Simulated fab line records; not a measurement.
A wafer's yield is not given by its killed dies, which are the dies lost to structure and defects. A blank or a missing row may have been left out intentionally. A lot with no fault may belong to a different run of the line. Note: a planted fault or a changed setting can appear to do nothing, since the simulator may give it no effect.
fab line records | flow sky130
record lots=14 wafers=42 last-day=50
route steps=708 shown VIA2@531
lots with no fault: from the same line, run without faults
start-h: hours from the record's opening day to when the first of the lot's shown wafers began | wait-h: time in hours since the lot's previous step | " repeats the value in the row above | L1.1+2: a row that stands for several wafers | - no value present, or no start provided | * or withheld: withheld | < > ~ a bound
route shown NAME@n: names a module that has steps shown in the file, with the first one's number in the route | usual: mean/standard deviation of fault-free wafers | same: alike in all rows | chamber/n: place in a boat | sites: readings site by site | _std_site: standard deviation across them | _edge_site: inner sites' mean taken away from outer sites' mean | radius-mm: for every site, how far away it sits from the centre of the wafer | mask NAME#n: copy n | behind: tool/chamber where the wafer was last shaped | hold: why the lot was held/for how many hours/how that ended | device: the n, p or np transistor that did not switch | end of line: the route-end tests of the same wafers | a step given without rows: its recipe and nothing more | killed: count of dies lost to structure and defects at first sort (not the wafer's yield) | map: shows each die of a wafer: x if killed, . if not, _ if none is there
set.NAME: the setting as run; set.NAME@STEP: as run at that earlier step | model.NAME: the simulator's own value behind a step, which no gauge read
steps of the route over a sample of lots; a table a step, a row a wafer
services: from which hour (start-h, from the record's first day; less than 0 if before it) a tool's chamber was out of use, for how many hours, and why
## steps
# step SKY_VIA2_CMP_24
# recipe stop-on=SiO2 t-overpolish-s=20 down-force-psi=3.5 platen-rpm=60 target-thk-nm=0 pad-velocity-m-s=0.94248
# usual motor-current-A=11.3/1.1 overpolish-run-s=20.002/0.009 platen-rpm=60.00/0.044 t-overpolish-s=20/0 time-to-endpoint-s=100/3.5
# columns lot.wafer tool chamber start-h wait-h motor-current-A overpolish-run-s platen-rpm t-overpolish-s time-to-endpoint-s
L798.2 cmp-02 0 844.84 0.0 10.6 20.018 59.97 20 94
L798.6 " 0 " " 10.5 19.992 60.00 20 99
L798.5 " 1 " " 11.9 19.993 59.98 20 95
L800.3 cmp-01 1 854.78 0.1 11.6 20.011 59.95 20 95
L800.4 " 2 " " 9.6 19.991 59.97 20 96
L800.5 " 3 " " 10.9 20.008 59.98 20 100
L799.1 cmp-01 3 862.78 0.1 11.1 20.001 60.01 20 100
L799.2 " 2 " " 9.4 20.003 59.98 20 99
L799.5 " 0 " " 12.4 19.993 59.99 20 97
L801.1 cmp-02 0 868.55 0.2 10.7 19.997 59.95 20 94
L801.6 " 1 " " 11.9 20.002 59.93 20 92
L801.5 " 2 " " 10.6 19.997 60.01 20 97
L802.1 cmp-02 0 881.28 0.1 10.8 19.997 59.97 20 103
L802.4 " 3 " " 13.6 20.008 60.08 20 102
L802.6 " 0 " " 10.5 20.001 60.01 20 102
L804.4 cmp-02 0 895.40 0.0 10.1 20.001 60.02 20 103
L804.3 " 2 " " 10.5 20.019 59.98 20 103
L804.6 " 1 " " 12.1 19.990 59.99 20 103
L807.2 cmp-01 2 908.55 0.0 10.0 20.004 60.05 20 98
L807.3 " 3 " " 11.4 20.007 60.03 20 99
L807.1 " 0 " " 12.8 22.251 59.95 22.242 100
L808.2 cmp-01 2 920.42 0.1 9.9 20.008 59.93 20 92
L808.1 " 3 " " 11.2 20.001 59.98 20 100
L808.6 " 0 " " 12.3 22.247 60.01 22.242 96
L817.1 cmp-01 3 992.18 0.1 10.9 19.977 59.94 20 100
L817.3 " 2 " " 9.5 19.991 60.06 20 97
L817.6 " 3 " " 11.1 19.993 60.04 20 100
L815.2 cmp-01 1 992.64 0.0 11.4 20.004 60.02 20 100
L815.5 " 1 " " 11.2 20.002 59.97 20 102
L815.6 " 2 " " 9.7 20.015 60.02 20 101
L818.2 cmp-01 2 993.70 0.0 10.0 19.989 60.05 20 101
L818.4 " 0 " " 11.9 20.006 60.07 20 104
L818.3 " 1 " " 11.3 20.014 60.06 20 104
L819.1 cmp-01 2 994.84 0.1 9.6 20.003 60.03 20 103
L819.3 " 1 " " 11.1 19.993 59.90 20 105
L819.6 " 3 " " 11.3 19.989 59.93 20 104
L820.3 cmp-02 3 997.31 0.2 13.7 19.993 59.97 20 106
L820.6 " 0 " " 10.7 19.986 60.02 20 107
L820.5 " 1 " " 11.5 19.997 60.04 20 108
L821.1 cmp-01 3 1003.86 0.1 11.3 20.003 59.98 20 99
L821.4 " 0 " " 13.0 20.022 60.00 20 103
L821.6 " 0 " " 13.1 20.004 60.01 20 100
## services
# columns tool chamber start-h hours kind
cmp-01 - 839.57 1.1 repair
cmp-01 - 840.69 5.2 pm
cmp-02 - 899.82 3.9 pm
cmp-02 - 905.68 2.5 repair
cmp-01 - 912.17 4.0 pm
cmp-01 - 916.17 - consumable-replace:conditioner
cmp-01 - 916.17 - consumable-replace:pad
cmp-01 - 921.82 3.0 repair
cmp-01 - 937.85 4.6 repair
cmp-01 - 944.60 2.8 repair
cmp-01 - 947.39 0.7 repair
cmp-01 - 964.64 3.0 repair
cmp-02 - 971.88 0.3 repair
cmp-01 - 973.36 2.5 repair
cmp-02 - 987.71 0.6 repair
## key
first-sign step=SKY_VIA2_CMP_24 reading=t-overpolish-s direction=up sigmas=99+ usual=20 struck=22.242
effect step=SKY_VIA2_CMP_24 reading=overpolish-run-s direction=up sigmas=99+ usual=20.002 struck=22.249
met-at SKY_VIA2_CMP_24
struck-lots L807,L808
struck-wafers L807.1,L808.6
onset-between 862.78 908.55
fault kind=process-parameter-drift tool=cmp-01 chamber=0 onset-h=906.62 steps=SKY_VIA2_CMP_24 channel=t-overpolish-s offset=2.2421 shape=step end-h=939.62 acts-in=these-recipes-only stated=20
